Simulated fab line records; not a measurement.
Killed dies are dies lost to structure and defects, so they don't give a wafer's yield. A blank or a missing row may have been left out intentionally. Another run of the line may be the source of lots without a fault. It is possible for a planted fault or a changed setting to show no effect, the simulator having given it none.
fab line records -- flow sky130
record lots=11, wafers=33, last_day=51
route steps=708 shown GATE_OXIDE@189 POLY_GATE@213 RES_PROTECT@214 PAD_OPEN@708
lots that met no fault: taken from a fault-free run of the same line
start_h: start of the lot's first displayed wafer, in hours after the record's first day -- wait_h: how many hours have passed since the lot's step before this one -- " as in the row above -- L1.1+2: one row covering several wafers at once -- - no value present, or no start provided -- * or withheld: withheld -- < > ~ a bound
route shown NAME@n: NAME is a module with steps in the file, n the number in the route of the first one -- usual: mean and standard deviation over wafers with no fault -- same: alike in all rows -- chamber/n: place in a boat -- sites: each site's reading -- _std_site: how widely they spread, as a standard deviation -- _edge_site: the outer-site mean with the inner-site mean subtracted -- radius_mm: how far each site lies from the wafer's centre -- mask NAME#n: copy n -- behind: the tool/chamber that last shaped the wafer -- hold: what put the lot on hold/how long, in hours/how the hold closed -- device: the transistor (n, p or np) that didn't switch -- end of line: the route-end tests of the same wafers -- step lacking rows: just its recipe -- killed: dies that structure and defects cost at the first sort, which is not the same as the wafer's yield -- map: a wafer's dies, marking killed ones x, the rest . and places with no die _
set.NAME: the setting that was run; set.NAME@STEP: the one run at that earlier step -- model.NAME: the simulator's own value behind a step, which no gauge read
one table for each step of the route and one row for each wafer, over a sample of lots
services: when a tool's chamber went out of use (start_h, in hours from the record's first day, below 0 if earlier), for how many hours, and the reason
## steps
# step SKY_GATE_OXIDE_THK_MEAS_02
# recipe reads=SiO2_of_GATE_OXIDE_OXIDATION_01
# usual GATE_OXIDE_OXIDATION_00_THK=10.20/0.25
lot.wafer,tool,chamber,start_h,wait_h,GATE_OXIDE_OXIDATION_00_THK[nm]
L909.1,film_metro-04,-,293.78,0.0,10.50
L909.3,film_metro-04,-,293.78,0.0,10.38
L909.6,film_metro-04,-,293.78,0.0,10.67
L910.1,film_metro-04,-,303.04,0.0,9.87
L910.4,film_metro-04,-,303.04,0.0,10.01
L910.5,film_metro-04,-,303.04,0.0,9.96
L912.1,film_metro-01,-,315.20,0.0,10.50
L912.4,film_metro-01,-,315.20,0.0,10.41
L912.6,film_metro-01,-,315.20,0.0,10.64
L913.1,film_metro-04,-,322.75,0.0,10.34
L913.5,film_metro-04,-,322.75,0.0,10.30
L913.6,film_metro-04,-,322.75,0.0,10.26
L915.2,film_metro-03,-,342.40,0.0,10.44
L915.3,film_metro-03,-,342.40,0.0,10.47
L915.4,film_metro-03,-,342.40,0.0,10.54
L921.1,film_metro-03,-,407.78,0.0,10.11
L921.2,film_metro-03,-,407.78,0.0,10.10
L921.5,film_metro-03,-,407.78,0.0,10.04
L923.2,film_metro-03,-,425.04,0.0,10.01
L923.3,film_metro-03,-,425.04,0.0,10.18
L923.4,film_metro-03,-,425.04,0.0,10.04
L924.1,film_metro-04,-,436.93,0.0,10.36
L924.3,film_metro-04,-,436.93,0.0,10.43
L924.6,film_metro-04,-,436.93,0.0,10.66
L925.2,film_metro-03,-,437.48,0.0,9.86
L925.5,film_metro-03,-,437.48,0.0,9.71
L925.6,film_metro-03,-,437.48,0.0,9.86
L929.1,film_metro-04,-,461.69,0.0,10.06
L929.3,film_metro-04,-,461.69,0.0,10.05
L929.6,film_metro-04,-,461.69,0.0,9.72
L932.2,film_metro-01,-,482.29,0.0,10.33
L932.3,film_metro-01,-,482.29,0.0,10.54
L932.5,film_metro-01,-,482.29,0.0,10.20
# step SKY_POLY_GATE_IMPLANT_02
# recipe species=P, energy_kev=30, dose_cm2=7.7e+15, tilt_deg=0
# usual beam_on_s=32.9/1.3, dose_ions_cm2=7.701e+15/8.1e+12, end_station_pressure_torr=1.15e-05/6.7e-07, faraday_current_uA=12905/480, tilt_deg=-0.001/0.019
lot.wafer,tool,chamber,start_h,wait_h,beam_on_s,dose_ions_cm2,end_station_pressure_torr,faraday_current_uA,tilt_deg
L909.1,implanter-01,0,355.01,0.1,31.8,7.714e+15,1.21e-05,13285,0.013
L909.3,implanter-01,0,355.01,0.1,32.1,7.694e+15,1.04e-05,13165,0.016
L909.6,implanter-01,0,355.01,0.1,31.8,7.713e+15,1.08e-05,13329,0.009
L910.1,implanter-04,0,363.58,0.1,33.9,7.695e+15,1.18e-05,12486,-0.001
L910.4,implanter-04,0,363.58,0.1,32.4,7.69e+15,1.13e-05,13144,-0.006
L910.5,implanter-04,0,363.58,0.1,33.0,7.699e+15,1.23e-05,12825,0.000
L912.1,implanter-04,0,379.19,0.1,34.7,7.711e+15,1.14e-05,12162,-0.006
L912.4,implanter-04,0,379.19,0.1,32.0,7.713e+15,1.15e-05,13263,0.008
L912.6,implanter-04,0,379.19,0.1,33.1,7.708e+15,1.08e-05,12778,0.018
L913.1,implanter-02,0,385.73,0.1,35.3,7.709e+15,1.06e-05,11998,0.012
L913.5,implanter-02,0,385.73,0.1,36.6,7.695e+15,8.7e-06,11639,0.001
L913.6,implanter-02,0,385.73,0.1,37.9,7.704e+15,1e-05,11205,-0.030
L915.2,implanter-01,0,407.37,0.1,32.6,7.698e+15,1.06e-05,12991,0.003
L915.3,implanter-01,0,407.37,0.1,34.0,7.718e+15,1.09e-05,12462,0.030
L915.4,implanter-01,0,407.37,0.1,33.5,7.726e+15,1.27e-05,12541,0.011
L921.1,implanter-04,0,470.94,0.1,32.9,7.692e+15,1.14e-05,12809,0.005
L921.2,implanter-04,0,470.94,0.1,32.3,7.694e+15,1.16e-05,13086,-0.013
L921.5,implanter-04,0,470.94,0.1,33.4,7.713e+15,1.17e-05,12664,-0.007
L923.2,implanter-04,0,490.81,0.1,12.3,2.921e+15,1.45e-05,13007,-0.020
L923.3,implanter-04,0,490.81,0.1,12.4,2.916e+15,1.46e-05,12855,-0.033
L923.4,implanter-04,0,490.81,0.1,12.4,2.913e+15,1.56e-05,12807,-0.029
L924.1,implanter-04,0,502.28,0.1,12.2,2.936e+15,1.47e-05,13096,-0.019
L924.3,implanter-04,0,502.28,0.1,12.1,2.938e+15,1.55e-05,13135,0.013
L924.6,implanter-04,0,502.28,0.1,12.1,2.921e+15,1.48e-05,13211,0.015
L925.2,implanter-01,0,502.99,0.1,32.9,7.701e+15,1.13e-05,12827,0.013
L925.5,implanter-01,0,502.99,0.1,32.7,7.693e+15,1.16e-05,12972,0.009
L925.6,implanter-01,0,502.99,0.1,32.9,7.697e+15,1.18e-05,12884,0.021
L929.1,implanter-01,0,527.34,0.1,33.1,7.703e+15,1.17e-05,12830,0.009
L929.3,implanter-01,0,527.34,0.1,31.6,7.699e+15,1.12e-05,13345,0.000
L929.6,implanter-01,0,527.34,0.1,31.9,7.704e+15,1.17e-05,13274,-0.008
L932.2,implanter-01,0,547.56,0.1,32.4,7.7e+15,1.17e-05,13154,-0.019
L932.3,implanter-01,0,547.56,0.1,32.2,7.691e+15,1.28e-05,13180,-0.025
L932.5,implanter-01,0,547.56,0.1,32.8,7.691e+15,1.16e-05,12930,0.017
# step SKY_RES_PROTECT_STRIP_07
# recipe chemistry=O2/N2, power_w=1400, pressure_mtorr=1500, platen_temp_c=withheld, o2_flow_sccm=3000, n2_flow_sccm=300, overash_fraction=0.5
# usual drypump_motor_current_A=5.8/0.57, oes_product_au=0.517/0.0048, strip_time_to_endpoint_s=23.30/0.042
lot.wafer,tool,chamber,start_h,wait_h,drypump_motor_current_A,oes_product_au,rf_hours_counter_h,strip_time_to_endpoint_s
L909.1,plasma_asher-02,0,355.16,0.1,6.2,0.521,69,23.29
L909.3,plasma_asher-02,0,355.16,0.1,6.2,0.515,-,23.26
L909.6,plasma_asher-02,1,355.16,0.1,4.7,0.517,-,23.24
L910.1,plasma_asher-02,0,363.73,0.1,6.2,0.523,69,23.27
L910.4,plasma_asher-02,0,363.73,0.1,6.2,0.523,-,23.30
L910.5,plasma_asher-02,1,363.73,0.1,4.7,0.520,-,23.29
L912.1,plasma_asher-01,0,379.34,0.1,5.4,0.517,64,23.33
L912.4,plasma_asher-01,1,379.34,0.1,6.2,0.519,-,23.38
L912.6,plasma_asher-01,1,379.34,0.1,6.2,0.520,-,23.34
L913.1,plasma_asher-02,1,385.88,0.1,4.7,0.517,71,23.39
L913.5,plasma_asher-02,0,385.88,0.1,6.2,0.524,-,23.34
L913.6,plasma_asher-02,1,385.88,0.1,4.7,0.521,-,23.35
L915.2,plasma_asher-01,1,407.49,0.1,6.2,0.510,67,23.32
L915.3,plasma_asher-01,1,407.49,0.1,6.2,0.512,-,23.30
L915.4,plasma_asher-01,0,407.49,0.1,5.4,0.508,-,23.28
L921.1,plasma_asher-04,0,471.09,0.1,5.9,0.518,59,23.26
L921.2,plasma_asher-04,1,471.09,0.1,6.5,0.528,59,23.27
L921.5,plasma_asher-04,1,471.09,0.1,6.5,0.529,-,23.27
L923.2,plasma_asher-01,1,490.93,0.1,6.2,0.570,6,19.60
L923.3,plasma_asher-01,1,490.93,0.1,6.2,0.564,-,19.53
L923.4,plasma_asher-01,0,490.93,0.1,5.4,0.572,-,19.53
L924.1,plasma_asher-01,1,502.43,0.1,6.2,0.577,7,19.51
L924.3,plasma_asher-01,0,502.43,0.1,5.4,0.573,-,19.52
L924.6,plasma_asher-01,1,502.43,0.1,6.2,0.576,-,19.54
L925.2,plasma_asher-01,0,503.11,0.1,5.4,0.520,7,23.40
L925.5,plasma_asher-01,1,503.11,0.1,6.2,0.520,-,23.33
L925.6,plasma_asher-01,0,503.11,0.1,5.4,0.508,-,23.35
L929.1,plasma_asher-04,0,527.49,0.1,5.9,0.517,65,23.29
L929.3,plasma_asher-04,0,527.49,0.1,5.9,0.521,-,23.26
L929.6,plasma_asher-04,1,527.49,0.1,6.5,0.517,-,23.27
L932.2,plasma_asher-02,1,547.68,0.1,4.7,0.520,87,23.29
L932.3,plasma_asher-02,0,547.68,0.1,6.2,0.516,-,23.31
L932.5,plasma_asher-02,0,547.68,0.1,6.2,0.513,-,23.30
# step SKY_RES_PROTECT_TW_MEAS_08
# usual POLY_GATE_TW=4056/53
lot.wafer,tool,chamber,start_h,wait_h,POLY_GATE_TW
L909.1,film_metro-03,-,355.26,0.1,3962
L909.3,film_metro-03,-,355.26,0.1,3957
L909.6,film_metro-03,-,355.26,0.1,3969
L910.1,film_metro-04,-,363.83,0.1,4074
L910.4,film_metro-04,-,363.83,0.1,4078
L910.5,film_metro-04,-,363.83,0.1,4072
L912.1,film_metro-03,-,379.44,0.1,3989
L912.4,film_metro-03,-,379.44,0.1,4013
L912.6,film_metro-03,-,379.44,0.1,3988
L913.1,film_metro-04,-,385.98,0.1,4136
L913.5,film_metro-04,-,385.98,0.1,4103
L913.6,film_metro-04,-,385.98,0.1,4140
L915.2,film_metro-04,-,407.60,0.1,4115
L915.3,film_metro-04,-,407.60,0.1,4147
L915.4,film_metro-04,-,407.60,0.1,4145
L921.1,film_metro-04,-,471.19,0.1,4125
L921.2,film_metro-04,-,471.19,0.1,4129
L921.5,film_metro-04,-,471.19,0.1,4136
L923.2,film_metro-03,-,491.04,0.1,3638
L923.3,film_metro-03,-,491.04,0.1,3660
L923.4,film_metro-03,-,491.04,0.1,3647
L924.1,film_metro-04,-,502.53,0.1,3758
L924.3,film_metro-04,-,502.53,0.1,3760
L924.6,film_metro-04,-,502.53,0.1,3743
L925.2,film_metro-04,-,503.22,0.1,4094
L925.5,film_metro-04,-,503.22,0.1,4100
L925.6,film_metro-04,-,503.22,0.1,4105
L929.1,film_metro-02,-,527.59,0.1,4028
L929.3,film_metro-02,-,527.59,0.1,4051
L929.6,film_metro-02,-,527.59,0.1,4040
L932.2,film_metro-04,-,547.79,0.1,4119
L932.3,film_metro-04,-,547.79,0.1,4105
L932.5,film_metro-04,-,547.79,0.1,4087
# step SKY_POLY_GATE_THK_MEAS_04
# recipe reads=Si3N4_of_POLY_GATE_CVD_03
# usual POLY_GATE_CVD_03_THK=75.4/0.69
lot.wafer,tool,chamber,start_h,wait_h,POLY_GATE_CVD_03_THK[nm]
L909.1,film_metro-03,-,356.73,0.0,75.6
L909.3,film_metro-03,-,356.73,0.0,74.7
L909.6,film_metro-03,-,356.73,0.0,75.1
L910.1,film_metro-03,-,365.30,0.0,75.9
L910.4,film_metro-03,-,365.30,0.0,76.7
L910.5,film_metro-03,-,365.30,0.0,76.6
L912.1,film_metro-02,-,382.01,0.0,75.3
L912.4,film_metro-02,-,382.01,0.0,75.7
L912.6,film_metro-02,-,382.01,0.0,75.8
L913.1,film_metro-03,-,387.92,0.0,74.7
L913.5,film_metro-03,-,387.92,0.0,74.5
L913.6,film_metro-03,-,387.92,0.0,74.6
L915.2,film_metro-02,-,409.58,0.0,75.2
L915.3,film_metro-02,-,409.58,0.0,74.8
L915.4,film_metro-02,-,409.58,0.0,75.1
L921.1,film_metro-03,-,472.66,0.0,76.0
L921.2,film_metro-03,-,472.66,0.0,75.8
L921.5,film_metro-03,-,472.66,0.0,75.6
L923.2,film_metro-02,-,492.51,0.0,74.1
L923.3,film_metro-02,-,492.51,0.0,75.0
L923.4,film_metro-02,-,492.51,0.0,75.1
L924.1,film_metro-02,-,504.00,0.0,75.9
L924.3,film_metro-02,-,504.00,0.0,75.5
L924.6,film_metro-02,-,504.00,0.0,76.3
L925.2,film_metro-03,-,505.37,0.0,74.9
L925.5,film_metro-03,-,505.37,0.0,75.5
L925.6,film_metro-03,-,505.37,0.0,75.1
L929.1,film_metro-03,-,530.35,0.0,75.9
L929.3,film_metro-03,-,530.35,0.0,76.0
L929.6,film_metro-03,-,530.35,0.0,75.3
L932.2,film_metro-02,-,550.87,0.0,75.5
L932.3,film_metro-02,-,550.87,0.0,75.7
L932.5,film_metro-02,-,550.87,0.0,75.1
# step SKY_POLY_GATE_ETCH_16
# recipe stop_on=poly-Si, chemistry=CH3F/O2, target=Si3N4, source_w=400, bias_w=80, pressure_mtorr=25, ch3f_flow_sccm=40, O2_flow_sccm=30, time_s=147.5, target_depth_a=750
# usual drypump_motor_current_A=6.0/0.53, oes_product_au=0.642/0.0056, throttle_valve_pct=10.536/0.0088
lot.wafer,tool,chamber,start_h,wait_h,drypump_motor_current_A,oes_product_au,rf_hours_counter_h,throttle_valve_pct
L909.1,rie_diel-01,0,388.20,0.0,5.9,0.649,91,10.542
L909.3,rie_diel-01,2,388.20,0.0,6.2,0.638,62,10.536
L909.6,rie_diel-01,0,388.20,0.0,5.9,0.631,-,10.538
L910.1,rie_diel-04,0,396.83,0.0,6.7,0.648,5,10.535
L910.4,rie_diel-04,3,396.83,0.0,5.0,0.644,26,10.525
L910.5,rie_diel-04,0,396.83,0.0,6.7,0.648,-,10.525
L912.1,rie_diel-02,1,412.43,0.0,5.6,0.645,40,10.535
L912.4,rie_diel-02,0,412.43,0.0,5.3,0.638,2,10.555
L912.6,rie_diel-02,1,412.43,0.0,5.6,0.645,-,10.537
L913.1,rie_diel-02,3,418.40,0.0,5.3,0.637,0,10.527
L913.5,rie_diel-02,2,418.40,0.0,6.4,0.644,-,10.538
L913.6,rie_diel-02,3,418.40,0.0,5.3,0.644,-,10.533
L915.2,rie_diel-04,0,439.24,0.0,6.7,0.637,6,10.544
L915.3,rie_diel-04,1,439.24,0.0,6.5,0.640,56,10.545
L915.4,rie_diel-04,2,439.24,0.0,6.5,0.645,3,10.537
L921.1,rie_diel-02,0,503.13,0.0,5.3,0.652,3,10.545
L921.2,rie_diel-02,2,503.13,0.0,6.4,0.643,88,10.540
L921.5,rie_diel-02,0,503.13,0.0,5.3,0.638,-,10.556
L923.2,rie_diel-01,2,523.65,0.0,6.2,0.640,65,10.519
L923.3,rie_diel-01,1,523.65,0.0,5.7,0.631,15,10.529
L923.4,rie_diel-01,3,523.65,0.0,6.3,0.635,-,10.529
L924.1,rie_diel-02,0,535.09,0.0,5.3,0.641,3,10.548
L924.3,rie_diel-02,1,535.09,0.0,5.6,0.640,42,10.543
L924.6,rie_diel-02,1,535.09,0.0,5.6,0.649,-,10.547
L925.2,rie_diel-04,0,536.35,0.0,6.7,0.644,8,10.534
L925.5,rie_diel-04,2,536.35,0.0,6.5,0.643,-,10.542
L925.6,rie_diel-04,1,536.35,0.0,6.5,0.647,-,10.547
L929.1,rie_diel-01,3,561.54,0.0,6.3,0.648,0,10.526
L929.3,rie_diel-01,1,561.54,0.0,5.7,0.638,16,10.543
L929.6,rie_diel-01,1,561.54,0.0,5.8,0.636,-,10.534
L932.2,rie_diel-01,2,582.59,0.0,6.2,0.636,66,10.535
L932.3,rie_diel-01,0,582.59,0.0,5.9,0.641,1,10.536
L932.5,rie_diel-01,0,582.59,0.0,5.8,0.635,-,10.544
# step SKY_PAD_OPEN_PROBE_99
# usual killed_at_M0_to_M3=43/7, killed_at_M4_up=3.1/1.5, killed_at_contacts=23/4.9, killed_at_front_end=16/3.9, killed_at_other=0.3/0.52, killed_dies=86/8.2, killed_open=47/6.1, killed_short=38/5.8
# same gross_dies=492, killed_at_back_side=0
lot.wafer,tool,chamber,start_h,wait_h,killed_at_M0_to_M3,killed_at_M4_up,killed_at_contacts,killed_at_front_end,killed_at_other,killed_dies,killed_open,killed_short
L913.1,prober-02,-,1133.32,0.1,49,5,26,16,0,96,50,45
L913.5,prober-02,-,1133.52,0.2,40,2,22,11,0,75,40,32
L913.6,prober-02,-,1133.57,0.2,49,2,22,11,1,85,51,34
L915.2,prober-02,-,1144.47,0.1,36,6,18,17,0,77,44,31
L915.3,prober-02,-,1144.52,0.2,51,5,23,15,0,94,53,39
L915.4,prober-02,-,1144.57,0.2,39,6,22,17,0,84,44,39
L921.1,prober-01,-,1185.72,0.1,46,3,26,13,1,89,49,40
L921.2,prober-01,-,1185.77,0.1,43,3,22,17,0,85,43,42
L921.5,prober-01,-,1185.92,0.2,48,3,22,12,0,85,43,42
L923.2,prober-01,-,1201.21,0.1,37,1,26,19,0,83,47,36
L923.3,prober-01,-,1201.26,0.2,46,3,21,14,0,84,43,41
L923.4,prober-01,-,1201.31,0.2,41,4,22,20,2,89,46,41
L924.1,prober-02,-,1205.26,0.1,58,2,23,19,0,102,64,37
L924.3,prober-02,-,1205.36,0.2,30,4,32,10,0,76,49,25
L924.6,prober-02,-,1205.51,0.2,48,5,20,18,2,93,48,44
# killed by level:class
L913.1 VIA1:geometric_particle:open=12 CONTACT:geometric_particle:open=10 VIA1:geometric_particle:short=10 LI_CONTACT:geometric_particle:open=7 FIELD_ISO:geometric_particle:open=5 POLY_GATE:geometric_particle:open=5 METAL2:geometric_particle:short=5 VIA3:geometric_particle:open=5
L913.5 VIA1:geometric_particle:open=11 LI_CONTACT:geometric_particle:open=7 CONTACT:geometric_particle:open=6 METAL1:geometric_particle:short=5 METAL2:geometric_particle:short=5 LOCAL_INTERCONNECT:geometric_particle:short=4 CONTACT:geometric_particle:short=4 VIA1:geometric_particle:short=4
L913.6 VIA1:geometric_particle:open=13 LI_CONTACT:geometric_particle:open=8 METAL2:geometric_particle:short=7 VIA3:geometric_particle:open=6 CONTACT:geometric_particle:open=6 VIA2:geometric_particle:open=6 VIA1:geometric_particle:short=5 FIELD_ISO:geometric_particle:short=4
L915.2 CONTACT:geometric_particle:open=10 VIA1:geometric_particle:open=8 VIA3:geometric_particle:open=7 VIA2:geometric_particle:open=6 METAL2:geometric_particle:short=5 VIA3:geometric_particle:short=4 LI_CONTACT:geometric_particle:open=4 CONTACT:geometric_particle:short=4
L915.3 VIA1:geometric_particle:open=15 CONTACT:geometric_particle:open=10 VIA2:geometric_particle:open=7 VIA3:geometric_particle:open=6 LI_CONTACT:geometric_particle:open=5 CONTACT:geometric_particle:short=5 METAL4:geometric_particle:short=5 METAL2:geometric_particle:short=5
L915.4 VIA3:geometric_particle:open=9 LI_CONTACT:geometric_particle:open=8 VIA1:geometric_particle:open=8 METAL1:geometric_particle:short=6 FIELD_ISO:geometric_particle:open=5 CONTACT:geometric_particle:open=5 FIELD_ISO:geometric_particle:short=4 METAL4:geometric_particle:short=4
L921.1 VIA3:geometric_particle:open=13 VIA1:geometric_particle:open=9 LI_CONTACT:geometric_particle:open=8 CONTACT:geometric_particle:open=7 POLY_GATE:geometric_particle:short=6 METAL1:geometric_particle:short=5 FIELD_ISO:geometric_particle:short=4 CONTACT:geometric_particle:short=4
L921.2 CONTACT:geometric_particle:open=11 VIA2:geometric_particle:open=10 VIA1:geometric_particle:open=8 POLY_GATE:geometric_particle:short=6 VIA1:geometric_particle:short=6 LOCAL_INTERCONNECT:geometric_particle:short=5 FIELD_ISO:geometric_particle:short=4 METAL1:geometric_particle:short=4
L921.5 CONTACT:geometric_particle:open=16 VIA1:geometric_particle:short=11 VIA1:geometric_particle:open=7 VIA2:geometric_particle:open=6 VIA3:geometric_particle:open=5 VIA3:geometric_particle:short=5 POLY_GATE:geometric_particle:short=4 LI_CONTACT:geometric_particle:short=3
L923.2 CONTACT:geometric_particle:open=11 VIA1:geometric_particle:open=9 FIELD_ISO:geometric_particle:open=7 CONTACT:geometric_particle:short=7 POLY_GATE:geometric_particle:short=6 VIA3:geometric_particle:open=6 VIA1:geometric_particle:short=4 METAL2:geometric_particle:short=4
L923.3 VIA1:geometric_particle:open=11 METAL2:geometric_particle:short=7 LI_CONTACT:geometric_particle:open=6 CONTACT:geometric_particle:open=5 VIA2:geometric_particle:open=5 VIA3:geometric_particle:short=5 FIELD_ISO:geometric_particle:open=4 FIELD_ISO:geometric_particle:short=4
L923.4 VIA1:geometric_particle:open=10 LI_CONTACT:geometric_particle:open=9 VIA1:geometric_particle:short=8 POLY_GATE:geometric_particle:short=7 METAL1:geometric_particle:short=7 CONTACT:geometric_particle:open=6 FIELD_ISO:geometric_particle:short=4 POLY_GATE:geometric_particle:open=4
L924.1 VIA2:geometric_particle:open=10 VIA1:geometric_particle:open=10 METAL1:geometric_particle:short=8 FIELD_ISO:geometric_particle:open=7 LI_CONTACT:geometric_particle:open=7 CONTACT:geometric_particle:open=7 CONTACT:geometric_particle:short=6 VIA3:geometric_particle:open=6
L924.3 CONTACT:geometric_particle:open=12 VIA1:geometric_particle:open=10 LI_CONTACT:geometric_particle:open=10 LOCAL_INTERCONNECT:geometric_particle:short=5 METAL1:geometric_particle:short=5 FIELD_ISO:geometric_particle:open=4 METAL2:geometric_particle:short=4 VIA3:geometric_particle:open=4
L924.6 CONTACT:geometric_particle:open=9 VIA1:geometric_particle:open=9 VIA3:geometric_particle:open=7 POLY_GATE:geometric_particle:short=7 VIA2:geometric_particle:open=7 METAL1:geometric_particle:short=5 METAL2:geometric_particle:short=5 FIELD_ISO:geometric_particle:short=4
## services
tool,chamber,start_h,hours,kind
rie_diel-04,3,337.51,10.5,repair
implanter-01,-,348.33,1.7,repair
rie_diel-02,0,353.36,9.4,repair
plasma_asher-02,-,354.37,0.5,repair
rie_diel-01,1,369.21,6.4,repair
implanter-04,-,383.49,8.5,repair
implanter-04,-,392.29,6.4,pm
plasma_asher-02,-,396.97,2.3,repair
plasma_asher-01,-,421.25,9.0,pm
implanter-01,-,424.59,3.8,repair
rie_diel-02,1,435.93,3.4,repair
rie_diel-01,0,437.29,6.0,repair
plasma_asher-02,-,438.12,1.5,repair
implanter-02,-,460.69,4.3,pm
rie_diel-02,3,474.99,9.4,repair
implanter-02,-,476.50,15.8,pm
implanter-04,-,479.99,5.4,pm
plasma_asher-02,-,487.03,4.3,pm
implanter-04,-,498.57,3.4,repair
rie_diel-01,-,512.44,1.0,repair
plasma_asher-01,-,517.58,0.3,repair
rie_diel-02,3,529.15,10.7,repair
rie_diel-01,0,562.49,1.9,repair
plasma_asher-04,-,574.31,4.3,pm
## key
first_sign step=SKY_POLY_GATE_IMPLANT_02, reading=dose_ions_cm2, direction=down, sigmas=99+, usual=*, struck=*
effect step=SKY_POLY_GATE_IMPLANT_02, reading=beam_on_s, direction=down, sigmas=16, usual=32.9, struck=12.3
effect step=SKY_RES_PROTECT_STRIP_07, reading=strip_time_to_endpoint_s, direction=down, sigmas=89, usual=*, struck=*
effect step=SKY_RES_PROTECT_TW_MEAS_08, reading=POLY_GATE_TW, direction=down, sigmas=6.6, usual=4056, struck=3701
met_at SKY_POLY_GATE_IMPLANT_02
struck_lots L923,L924
tester_left_out L923,L924
not_acting_at SKY_GATE_OXIDE_THK_MEAS_02,SKY_POLY_GATE_THK_MEAS_04,SKY_POLY_GATE_ETCH_16
onset_between 470.94 490.81
fault kind=process_parameter_drift, tool=implanter-04, chamber=-, onset_h=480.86, steps=SKY_POLY_GATE_IMPLANT_02, channel=dose_cm2, offset=*, shape=step, end_h=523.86, acts_in=*, stated=*
# tester_left_out: of these lots the tester's yield and bins aren't shown, on N5 and GAA mostly nor the transistor test; their killed dies are dies lost to structure and defects alone, not to doping, threshold or leakage, so they don't give the yield
